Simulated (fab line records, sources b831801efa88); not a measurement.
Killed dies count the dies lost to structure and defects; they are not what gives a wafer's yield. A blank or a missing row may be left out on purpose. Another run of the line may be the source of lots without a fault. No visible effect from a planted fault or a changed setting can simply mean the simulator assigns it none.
Which tool is to blame?    flow sfq-line    route of 325 steps, sampled at 1 step: 7 lots, 21 wafers

## WHAT THE GAUGES READ, wafer by wafer
SFQ_M2_OVL_MEAS_916.
lot   measured      on          M2_OVL (nm)
L526  day 24 19:30  overlay-02  3 -1 1
L529  day 31 06:08  overlay-01  9 4 0
L531  day 32 17:56  overlay-01  4 7 -1
L536  day 34 22:44  overlay-02  -11 -2 0
L538  day 35 11:56  overlay-01  -9 -19 -9
L546  day 37 21:07  overlay-01  1 -2 -4
L548  day 41 00:23  overlay-02  0 10 -6

## WHAT TOOL EACH LOT RAN ON (gives the tool, then ch and the chambers of the sampled wafers, and finally the start)
No process step before these readings appears in the record.

## THE ANSWER, worked out from the rows above alone
Rule: usual is defined by the lots themselves. The widest of any qualifying gaps counts: lots, ordered by their means at a reading, are off when they make up no more than a third of the lots, leave a main group of 4 or more, and stand apart from it by 3 or more times the standard deviation of that group's means. The tables above print the reading to a certain number of digits; a main group whose means all agree to those digits is not used. A lot without any number at a reading at which 4 lots or more have one is off too. Where the step has rows for the other lots, those lots are counted as sound.
Nothing can be told from this: no lot is off at any reading shown.

## WHAT THE SIMULATOR HAD PUT IN
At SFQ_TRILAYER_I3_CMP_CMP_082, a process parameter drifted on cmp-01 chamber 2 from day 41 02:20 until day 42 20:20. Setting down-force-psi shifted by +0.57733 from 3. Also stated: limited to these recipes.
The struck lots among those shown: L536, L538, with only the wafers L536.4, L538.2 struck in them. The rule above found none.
